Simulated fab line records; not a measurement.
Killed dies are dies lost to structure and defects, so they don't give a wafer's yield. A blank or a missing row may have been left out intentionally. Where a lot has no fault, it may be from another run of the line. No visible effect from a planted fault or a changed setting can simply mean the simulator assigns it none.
Which tool did it? / flow gf180mcu / Sampling: 12 lots, 36 wafers, 6 of 602 route steps

WHAT EACH GAUGE READ, for each wafer
GF_STI_THK_MEAS_22.
lot=L677; measured=day 2 15:02; on=film_metro-01; STI_OXIDATION_01_THK (nm)=14.59 14.58 14.92
lot=L678; measured=day 2 19:22; on=film_metro-03; STI_OXIDATION_01_THK (nm)=15.11 15.25 15.13
lot=L679; measured=day 3 00:13; on=film_metro-02; STI_OXIDATION_01_THK (nm)=14.88 14.78 14.77
lot=L680; measured=day 3 07:05; on=film_metro-02; STI_OXIDATION_01_THK (nm)=14.85 14.85 15.02
lot=L681; measured=day 3 12:27; on=film_metro-02; STI_OXIDATION_01_THK (nm)=14.55 14.96 15.01
lot=L683; measured=day 3 23:43; on=film_metro-03; STI_OXIDATION_01_THK (nm)=14.84 15.03 14.95
lot=L685; measured=day 4 06:54; on=film_metro-03; STI_OXIDATION_01_THK (nm)=14.82 14.63 14.87
lot=L686; measured=day 4 16:04; on=film_metro-03; STI_OXIDATION_01_THK (nm)=14.89 14.93 14.84
lot=L694; measured=day 6 04:43; on=film_metro-01; STI_OXIDATION_01_THK (nm)=15.04 15.07 15.09
lot=L695; measured=day 6 10:04; on=film_metro-03; STI_OXIDATION_01_THK (nm)=15.20 14.85 14.97
lot=L697; measured=day 6 21:20; on=film_metro-02; STI_OXIDATION_01_THK (nm)=14.44 14.60 14.57
lot=L698; measured=day 7 04:19; on=film_metro-02; STI_OXIDATION_01_THK (nm)=14.99 14.87 15.09

GF_MVPSD_OVL_MEAS_07.
lot=L677; measured=day 5 12:34; on=overlay-01; MVPSD_OVL (nm)=2.6 -0.6 0.7
lot=L678; measured=day 5 15:23; on=overlay-01; MVPSD_OVL (nm)=-0.4 0.3 1.9
lot=L679; measured=day 5 23:35; on=overlay-02; MVPSD_OVL (nm)=0.1 0.8 0.8
lot=L680; measured=day 6 08:14; on=overlay-01; MVPSD_OVL (nm)=1.5 2.8 1.7
lot=L681; measured=day 6 16:38; on=overlay-01; MVPSD_OVL (nm)=-0.3 -1.2 0.4
lot=L683; measured=day 7 01:36; on=overlay-02; MVPSD_OVL (nm)=-1.2 0.0 -0.6
lot=L685; measured=day 7 10:59; on=overlay-02; MVPSD_OVL (nm)=0.5 -0.5 -1.3
lot=L686; measured=day 7 21:13; on=overlay-02; MVPSD_OVL (nm)=2.0 -0.6 1.7
lot=L694; measured=day 9 19:49; on=overlay-01; MVPSD_OVL (nm)=-0.1 -0.9 2.2
lot=L695; measured=day 9 21:43; on=overlay-02; MVPSD_OVL (nm)=0.9 2.1 1.0
lot=L697; measured=day 10 12:16; on=overlay-01; MVPSD_OVL (nm)=-0.5 -1.0 -1.0
lot=L698; measured=day 10 19:14; on=overlay-02; MVPSD_OVL (nm)=-0.3 -1.2 0.8

GF_HV_LDD_CD_MEAS_07: the cd target is 400 nm.
lot=L677; measured=day 10 12:34; on=cd_sem-01; cd_nm (nm)=397.3 397.5 398.2
lot=L678; measured=day 10 16:47; on=cd_sem-01; cd_nm (nm)=399.8 400.6 398.0
lot=L679; measured=day 11 02:30; on=cd_sem-01; cd_nm (nm)=401.2 400.4 401.7
lot=L680; measured=day 11 13:51; on=cd_sem-02; cd_nm (nm)=401.0 402.6 402.7
lot=L681; measured=day 11 22:34; on=cd_sem-02; cd_nm (nm)=399.4 399.7 401.2
lot=L683; measured=day 12 10:41; on=cd_sem-01; cd_nm (nm)=401.1 400.4 400.8
lot=L685; measured=day 12 21:55; on=cd_sem-01; cd_nm (nm)=398.3 401.2 401.0
lot=L686; measured=day 13 10:19; on=cd_sem-01; cd_nm (nm)=- - -
lot=L694; measured=day 15 23:31; on=cd_sem-01; cd_nm (nm)=402.6 403.2 403.1
lot=L695; measured=day 16 01:08; on=cd_sem-01; cd_nm (nm)=400.3 402.8 400.5
lot=L697; measured=day 16 20:08; on=cd_sem-01; cd_nm (nm)=398.7 398.4 401.5
lot=L698; measured=day 17 05:17; on=cd_sem-02; cd_nm (nm)=397.8 398.4 399.5

GF_HV_LDD_TW_MEAS_11.
lot=L677; measured=day 10 12:58; on=film_metro-03; HV_LDD_TW=2398 2393 2402
lot=L678; measured=day 10 17:11; on=film_metro-03; HV_LDD_TW=2396 2420 2408
lot=L679; measured=day 11 02:55; on=film_metro-04; HV_LDD_TW=2393 2404 2378
lot=L680; measured=day 11 14:15; on=film_metro-01; HV_LDD_TW=2360 2359 2361
lot=L681; measured=day 11 22:58; on=film_metro-01; HV_LDD_TW=2361 2377 2360
lot=L683; measured=day 12 11:05; on=film_metro-04; HV_LDD_TW=2391 2391 2401
lot=L685; measured=day 12 22:19; on=film_metro-03; HV_LDD_TW=2392 2401 2389
lot=L686; measured=day 13 10:43; on=film_metro-04; HV_LDD_TW=30 30 30 30 30 30
lot=L694; measured=day 15 23:56; on=film_metro-03; HV_LDD_TW=2393 2402 2387
lot=L695; measured=day 16 01:32; on=film_metro-01; HV_LDD_TW=2372 2367 2373
lot=L697; measured=day 16 20:32; on=film_metro-01; HV_LDD_TW=2370 2380 2374
lot=L698; measured=day 17 05:42; on=film_metro-01; HV_LDD_TW=2372 2381 2367

WHAT TOOL EACH LOT RAN ON (gives the tool, then ch and the chambers of the sampled wafers, and finally the start)
lot=L677; GF_VT_IMPLANT_STRIP_20=plasma_asher-01 ch 0,1, day 6 18:41; GF_HV_LDD_EXPOSE_04=iline_stepper-02 ch 0, day 10 03:40
lot=L678; GF_VT_IMPLANT_STRIP_20=plasma_asher-04 ch 0,1, day 6 21:26; GF_HV_LDD_EXPOSE_04=iline_stepper-01 ch 0, day 10 08:28
lot=L679; GF_VT_IMPLANT_STRIP_20=plasma_asher-04 ch 0,1, day 7 06:45; GF_HV_LDD_EXPOSE_04=iline_stepper-01 ch 0, day 10 17:22
lot=L680; GF_VT_IMPLANT_STRIP_20=plasma_asher-03 ch 0,1, day 7 14:44; GF_HV_LDD_EXPOSE_04=iline_stepper-02 ch 0, day 11 04:43
lot=L681; GF_VT_IMPLANT_STRIP_20=plasma_asher-01 ch 0,1, day 8 00:39; GF_HV_LDD_EXPOSE_04=iline_stepper-01 ch 0, day 11 13:10
lot=L683; GF_VT_IMPLANT_STRIP_20=plasma_asher-04 ch 0,1, day 8 09:00; GF_HV_LDD_EXPOSE_04=iline_stepper-02 ch 0, day 12 01:07
lot=L685; GF_VT_IMPLANT_STRIP_20=plasma_asher-03 ch 0,1, day 8 18:54; GF_HV_LDD_EXPOSE_04=iline_stepper-02 ch 0, day 12 12:17
lot=L686; GF_VT_IMPLANT_STRIP_20=plasma_asher-01 ch 0,1, day 9 05:51; GF_HV_LDD_EXPOSE_04=iline_stepper-01 ch 0, day 13 00:31
lot=L694; GF_VT_IMPLANT_STRIP_20=plasma_asher-03 ch 0,1, day 11 08:24; GF_HV_LDD_EXPOSE_04=iline_stepper-01 ch 0, day 15 13:09
lot=L695; GF_VT_IMPLANT_STRIP_20=plasma_asher-04 ch 0,1, day 11 10:50; GF_HV_LDD_EXPOSE_04=iline_stepper-01 ch 0, day 15 14:31
lot=L697; GF_VT_IMPLANT_STRIP_20=plasma_asher-01 ch 0,1, day 12 02:06; GF_HV_LDD_EXPOSE_04=iline_stepper-01 ch 0, day 16 09:19
lot=L698; GF_VT_IMPLANT_STRIP_20=plasma_asher-01 ch 0,1, day 12 10:50; GF_HV_LDD_EXPOSE_04=iline_stepper-02 ch 0, day 16 18:32
- GF_VT_IMPLANT_STRIP_20: strips in O2/N2.
- GF_HV_LDD_EXPOSE_04: exposes mask Nplus LV AREA, target cd 400 nm.

AS READ BY THE TOOLS THEMSELVES (means over the sampled wafers that have a number; for cases with no such wafer, the mark the record gives instead)
GF_VT_IMPLANT_STRIP_20.
lot=L677; tool=plasma_asher-01; drypump_motor_current_A (A)=6.2; heater_power_w (W)=378; oes_product_au (a.u.)=0.720; strip_time_to_endpoint_s (s)=12.642
lot=L678; tool=plasma_asher-04; drypump_motor_current_A (A)=6.2; heater_power_w (W)=314; oes_product_au (a.u.)=0.719; strip_time_to_endpoint_s (s)=12.613
lot=L679; tool=plasma_asher-04; drypump_motor_current_A (A)=6.2; heater_power_w (W)=309; oes_product_au (a.u.)=0.716; strip_time_to_endpoint_s (s)=12.589
lot=L680; tool=plasma_asher-03; drypump_motor_current_A (A)=5.8; heater_power_w (W)=311; oes_product_au (a.u.)=0.716; strip_time_to_endpoint_s (s)=12.622
lot=L681; tool=plasma_asher-01; drypump_motor_current_A (A)=5.9; heater_power_w (W)=386; oes_product_au (a.u.)=0.719; strip_time_to_endpoint_s (s)=12.615
lot=L683; tool=plasma_asher-04; drypump_motor_current_A (A)=6.1; heater_power_w (W)=306; oes_product_au (a.u.)=0.718; strip_time_to_endpoint_s (s)=12.651
lot=L685; tool=plasma_asher-03; drypump_motor_current_A (A)=5.8; heater_power_w (W)=311; oes_product_au (a.u.)=0.717; strip_time_to_endpoint_s (s)=12.643
lot=L686; tool=plasma_asher-01; drypump_motor_current_A (A)=6.2; heater_power_w (W)=382; oes_product_au (a.u.)=0.719; strip_time_to_endpoint_s (s)=12.611
lot=L694; tool=plasma_asher-03; drypump_motor_current_A (A)=5.8; heater_power_w (W)=312; oes_product_au (a.u.)=0.717; strip_time_to_endpoint_s (s)=12.630
lot=L695; tool=plasma_asher-04; drypump_motor_current_A (A)=6.2; heater_power_w (W)=306; oes_product_au (a.u.)=0.713; strip_time_to_endpoint_s (s)=12.614
lot=L697; tool=plasma_asher-01; drypump_motor_current_A (A)=6.2; heater_power_w (W)=386; oes_product_au (a.u.)=0.717; strip_time_to_endpoint_s (s)=12.612
lot=L698; tool=plasma_asher-01; drypump_motor_current_A (A)=5.9; heater_power_w (W)=385; oes_product_au (a.u.)=0.719; strip_time_to_endpoint_s (s)=12.611

THE ANSWER, worked out from the rows above alone
Rule: the usual values come from the lots themselves. The widest of any qualifying gaps counts: lots, ordered by their means at a reading, are off when they make up no more than a third of the lots, leave a main group of 4 or more, and stand apart from it by 3 or more times the standard deviation of that group's means. A main group whose means are all the same, to the digits that the tables above print for the reading, isn't used. Also off: a lot with no number at a reading for which 4 or more lots have one. Any other lot the step has rows for is counted as sound. After the gauges, taken in route order, come the tools' own readings; for these a lot's mean is taken, as printed above. The first step at which some lot is off is used, and at that step the reading that is off furthest; a lot without a number counts as furthest.
Off: L686 (GF_HV_LDD_CD_MEAS_07, cd_nm). Without a number there: L686. The main group: mean 400.3 nm, standard deviation 1.5.
If a tool, at a process step before that reading, ran all the lots that are off and no sound lot after the first of them, it fits. The gauges at GF_HV_LDD_CD_MEAS_07 aren't tried: what is off there is off at GF_HV_LDD_TW_MEAS_11 too, on other tools, and a gauge's error can't cause that. Not one of the candidates tried fits.

WHAT WAS PUT IN BY THE SIMULATOR
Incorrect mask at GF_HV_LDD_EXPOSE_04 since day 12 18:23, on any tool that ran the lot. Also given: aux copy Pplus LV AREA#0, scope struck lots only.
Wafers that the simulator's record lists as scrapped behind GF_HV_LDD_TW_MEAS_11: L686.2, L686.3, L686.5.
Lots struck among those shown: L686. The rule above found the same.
